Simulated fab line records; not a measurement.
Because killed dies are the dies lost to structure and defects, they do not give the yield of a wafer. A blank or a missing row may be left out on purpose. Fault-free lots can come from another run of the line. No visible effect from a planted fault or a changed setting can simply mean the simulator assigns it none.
A lot that was struck, set against a sound lot	flow sky130	16 out of 708 route steps
Sound: these wafers, L913.1, L913.3, L913.5. Struck: wafer L923.6 (L923.1, L923.4, from the same lot, were not struck and are left out); the cause is given at the end.
Each step with rows lists, per side, the tool, then ch with its chambers, then its first start. Under that, the readings that differ: sound wafers	struck wafers	difference of the means	sigmas: that difference in standard deviations of wafers without a fault.
alike: same words and numbers on both sides, and readings whose means sit less than 2 such deviations apart. not compared: any withheld reading, any reading some wafer has no value for, any bound like >300 that may hide the same value, and any number with overlapping values for which the record gives no deviation.
A row with sigmas, a row that says differs or no value, or rows on one side alone: a step with any of these is where the two part. Numbers that don't overlap but have no deviation are shown without sigmas and don't part them. A reading missing from all wafers of one side parts the sides only when that side holds two or more wafers.

first, 2 steps without rows for these wafers: SKY_VT_ADJUST_PCH_PEB_05; SKY_VT_ADJUST_PCH_DEVELOP_06 (develop time 60 s).
SKY_VT_ADJUST_PCH_OVL_MEAS_07:
  sound: overlay-02 at day 11 06:59; struck: overlay-01 at day 15 00:32
  alike: VT_ADJUST_PCH_OVL
following that, these wafers have no rows for 1 step: SKY_VT_ADJUST_PCH_IMPLANT_08.
SKY_VT_ADJUST_PCH_STRIP_09: strips in O2/N2.
  sound on plasma-asher-01 ch 0,1, day 11 07:10; struck on plasma-asher-03 ch 1, day 15 00:44
  alike: drypump-motor-current-A, n2-flow-sccm, oes-product-au, strip-time-to-endpoint-s
  not compared: rf-hours-counter-h
SKY_VT_ADJUST_PCH_TW_MEAS_10:
  sound: film-metro-04 at day 11 07:16; struck: film-metro-03 at day 15 00:50
  alike: VT_ADJUST_PCH_TW
then, 6 steps without rows for these wafers: SKY_SONOS_TUNNEL_DEHYDRATE_00 (time 60 s); SKY_SONOS_TUNNEL_HMDS_01 (prime time 60 s); SKY_SONOS_TUNNEL_COAT_02 (resist thk 1140 nm); SKY_SONOS_TUNNEL_SOFTBAKE_03 (time 60 s); SKY_SONOS_TUNNEL_EXPOSE_04 (exposes mask TUNM, target cd 410 nm); SKY_SONOS_TUNNEL_PEB_05.
SKY_SONOS_TUNNEL_DEVELOP_06: develop time 60 s.
  sound on litho-track-02 ch 0, day 12 06:40; struck on litho-track-02 ch 0, day 16 04:37
  alike: resist-line-temp-C
SKY_SONOS_TUNNEL_CD_MEAS_07: target cd 410 nm.
  sound: cd-sem-01 at day 12 06:49; struck: cd-sem-01 at day 16 04:46
reading	sound	struck	difference	sigmas
cd-nm (nm)	405.6 406.9 406.2	401.3	-4.9	-2
SKY_SONOS_TUNNEL_OVL_MEAS_08:
  sound: overlay-01 at day 12 06:56; struck: overlay-02 at day 16 04:53
  alike: SONOS_TUNNEL_OVL
-- a jump in the record: the struck wafers' starts before and after are 33 days apart (it breaks off in module SONOS_TUNNEL and resumes in module PAD_OPEN, where the first step shown is number 708 of the route) --
SKY_PAD_OPEN_PROBE_99:
  sound: prober-02 at day 46 12:48; struck: prober-02 at day 49 09:25
  alike: killed_at_M0_to_M3, killed_at_M4_up, killed-at-contacts, killed-at-front-end, killed-at-other, killed-dies, killed-open, killed-short

== WHERE THEY PART ==
Only at SKY_SONOS_TUNNEL_CD_MEAS_07, within this record. Later steps at which nothing parts them and some readings are alike: SKY_SONOS_TUNNEL_OVL_MEAS_08, SKY_PAD_OPEN_PROBE_99.

WHY: whatever the simulator had introduced
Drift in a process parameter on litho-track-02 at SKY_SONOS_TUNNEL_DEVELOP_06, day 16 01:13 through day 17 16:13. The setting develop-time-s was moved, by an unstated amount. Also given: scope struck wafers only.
